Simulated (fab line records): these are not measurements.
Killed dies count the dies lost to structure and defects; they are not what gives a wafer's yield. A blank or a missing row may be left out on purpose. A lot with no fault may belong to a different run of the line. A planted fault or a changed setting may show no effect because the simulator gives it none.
Code-filled problem report in 8D (eight disciplines) form    flow sky130    the parts of the form that need people (team, actions taken, sign-off) are left out

== 1. WHAT WENT WRONG ==
Wafers without a fault read 3000.1 rpm, standard deviation 1.8; spinSpeedRpm at SKY_METAL2_COAT_10 reads a mean of 2940.0 rpm on 6 wafers belonging to 2 lots. Measured from the usual mean, that is -33 standard deviations.
The step: resist thk 450 nm.
Seen first at day 38 17:00 on lithoTrack-02, wafer L658.1. At this step, 39 wafers from 13 lots have a number in the record. The rule behind "out" and "out of limits": a value lying over 4 standard deviations away from the usual mean. The rest of the wafers with a number are treated as sound.

== 2. WHAT IT IS, AND WHAT IT ISN'T ==
question                     is                      is not
which readings at this step  spinSpeedRpm            -
which lots                   L658, L660              L645, L647, L648, L649, L651, L655, L657, L662, L664, L666, L668
which wafers of those lots   all that have a number  -
read on which tools          lithoTrack-02           lithoTrack-01, lithoTrack-04
when                         from day 38 17:00       up to then (18 sound wafers); but 15 sound wafers of L657, L662, L664, L666, L668 came after

== 3. SUSPECTS, AND WHAT RULES EACH OUT ==
Counting: a tool stays on the suspect list if, at a process step up to the reading, it processed all lots that are out and no sound lot following the first of them.
- lithoTrack-02 at SKY_METAL2_COAT_10 (resist thk 450 nm): kept. It processed each lot that is out, first L658 at day 38 17:00, and no sound lot thereafter; up to then, the last sound lot it processed was L647 at day 35 03:00. Its own spinSpeedRpm readings are out on those wafers.
Left after counting: lithoTrack-02 at SKY_METAL2_COAT_10.

== 4. THE CAUSE (what the simulator had put in) ==
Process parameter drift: lithoTrack-02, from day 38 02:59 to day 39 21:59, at SKY_METAL2_COAT_10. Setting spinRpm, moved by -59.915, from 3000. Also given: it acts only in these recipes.
Counting left only this tool.

== 5. THE CHAIN OF EFFECTS, in route order ==
One row per reading whose mean, taken over the struck wafers that have a number, lies over 3 standard deviations from the usual. Readings are gone through only where the record gives a usual standard deviation; hours: the median, over the lots, of the time from a lot's start at the first step in this table giving one to that lot's start at this step; sigmas: the change measured in usual standard deviations.
hours  step                reading       usual       on struck wafers  change  sigmas
0      SKY_METAL2_COAT_10  spinSpeedRpm  3000.1 rpm  2940.0            -60.1   -33
Its process steps:
- SKY_METAL2_COAT_10: resist thk 450 nm.
Later measuring or inspecting steps at which every struck wafer that the step has a row for has a number for every such reading, and none has moved that far: SKY_VIA2_THK_MEAS_01.

== 6. WHAT WOULD HAVE CAUGHT IT SOONER ==
The fault began at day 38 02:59; the first out-of-limits reading in this record came at day 38 17:00, 14 hours later.
